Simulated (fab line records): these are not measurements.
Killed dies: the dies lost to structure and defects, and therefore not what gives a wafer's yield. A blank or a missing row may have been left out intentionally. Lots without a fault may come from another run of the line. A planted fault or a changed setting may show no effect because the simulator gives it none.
A struck lot beside a sound one + flow sky130 + 17 steps out of a route of 708
Sound: the wafers L953.2, L953.4, L953.6. Struck: wafers L962.1, L962.3, L962.6. At the end, the cause is stated.
For every step that has rows: the tool of each side, followed by ch and its chambers, followed by its first start. Under that, the readings that differ: sound wafers + struck wafers + difference of the means + sigmas: that difference in standard deviations of wafers without a fault.
alike: same words and numbers on both sides, and readings whose means sit less than 2 such deviations apart. not compared: any withheld reading, any reading some wafer has no value for, any bound like >300 that may hide the same value, and any number with overlapping values for which the record gives no deviation.
The two part at a step that has a row with sigmas, a row that says differs or no value, or rows on one side only. Non-overlapping numbers with no deviation appear without sigmas and do not part them. A reading missing from all wafers of one side parts the sides only when that side holds two or more wafers.

SKY_CONTACT_BOW_MEAS_05:
  sound on film_metro-04 at day 32 11:10; struck on film_metro-04 at day 35 14:49
  alike: CONTACT_BOW
then, 8 steps without rows for these wafers: SKY_CONTACT_DEHYDRATE_06 (time 60 s); SKY_CONTACT_HMDS_07 (prime time 60 s); SKY_CONTACT_COAT_08 (resist thk 60 nm); SKY_CONTACT_COAT_09 (resist thk 450 nm); SKY_CONTACT_SOFTBAKE_10 (time 90 s); SKY_CONTACT_EXPOSE_11 (exposes mask CTM1, target cd 170 nm); SKY_CONTACT_PEB_12; SKY_CONTACT_DEVELOP_13 (develop time 60 s).
SKY_CONTACT_CD_MEAS_14 targets a cd of 170 nm.
  sound on cd_sem-01 at day 33 13:47; struck on cd_sem-02 at day 36 17:05
  alike: cd_nm
SKY_CONTACT_OVL_MEAS_15:
  sound on overlay-02 at day 33 13:53; struck on overlay-02 at day 36 17:12
  alike: CONTACT_OVL
SKY_CONTACT_ETCH_16: etches BARC in N2/H2, stops on SiO2, time 45.9 s, target depth 60 nm.
  sound on rie_diel-03 ch 0,3, day 33 13:55; struck on rie_diel-03 ch 0,2, day 36 17:14
  alike: bias_w, chamber_pressure_mTorr, drypump_motor_current_A, oes_product_au, throttle_valve_pct
  not compared: rf_hours_counter_h
SKY_CONTACT_ETCH_17: etches SiO2 in C4F8/O2/Ar, stops on Si3N4, target depth 340 nm.
  sound on rie_diel-03 ch 0,3, day 33 13:58; struck on rie_diel-03 ch 0,2, day 36 17:17
  no value came back on the struck wafers for bias_w (W), chamber_pressure_mTorr (mTorr), oes_product_au (a.u.); on the sound wafers bias_w (W) reads 1199 1199 1196
| reading                                        | sound             | struck            | difference | sigmas |
|------------------------------------------------|-------------------|-------------------|------------|--------|
| model.KrF-thick_of_CONTACT_COAT_09.thk_nm (nm) | 330.5 326.6 330.5 | 393.2 392.6 393.4 | +63.9      |        |
SKY_CONTACT_ETCH_18: etches Si3N4 in CHF3/O2, stops on TiN, time 39 s, target depth 75 nm.
  sound on rie_diel-03 ch 0,3; struck on rie_diel-03 ch 0,2
| reading                                        | sound             | struck            | difference | sigmas |
|------------------------------------------------|-------------------|-------------------|------------|--------|
| oes_product_au (a.u.)                          | 0.851 0.866 0.856 | 0.371 0.368 0.376 | -0.486     | -62    |
| throttle_valve_pct (%)                         | 8.782 8.795 8.790 | 8.668 8.668 8.677 | -0.118     | -12    |
| model.KrF-thick_of_CONTACT_COAT_09.thk_nm (nm) | 245.6 241.4 247   | 307.5 308.5 307.7 | +63.2      |        |
  alike: O2_flow_sccm, bias_w, drypump_motor_current_A
  not compared: rf_hours_counter_h
SKY_CONTACT_STRIP_19: strips in O2/N2.
  sound on plasma_asher-04 ch 0, day 33 14:03; struck on plasma_asher-04 ch 0,1, day 36 17:22
| reading                      | sound             | struck            | difference | sigmas |
|------------------------------|-------------------|-------------------|------------|--------|
| oes_product_au (a.u.)        | 0.379 0.377 0.383 | 0.413 0.414 0.411 | +0.033     | +7     |
| strip_time_to_endpoint_s (s) | 3.638 3.598 3.639 | 4.302 4.322 4.328 | +0.692     | +26    |
  alike: drypump_motor_current_A
  not compared: rf_hours_counter_h
then, 1 step without rows for these wafers: SKY_CONTACT_STRIP_20 (strips in post etch residue remover, time 1200 s).
-- the record jumps here: 13 days lie between the struck wafers' starts before and after (it left off in module CONTACT and takes up again in module PAD_OPEN, whose first step shown is number 708 of the route) --
SKY_PAD_OPEN_PROBE_99:
  only the struck wafers here have rows in the record (prober-02, day 49 14:29); the sound ones have none

## WHERE THEY PART
Last at SKY_PAD_OPEN_PROBE_99 as far as this record goes, first at SKY_CONTACT_ETCH_17.

WHY: what had been put in by the simulator
Step skipped in full: rie_diel-03, at SKY_CONTACT_ETCH_17, from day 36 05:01 onward. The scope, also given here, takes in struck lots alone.
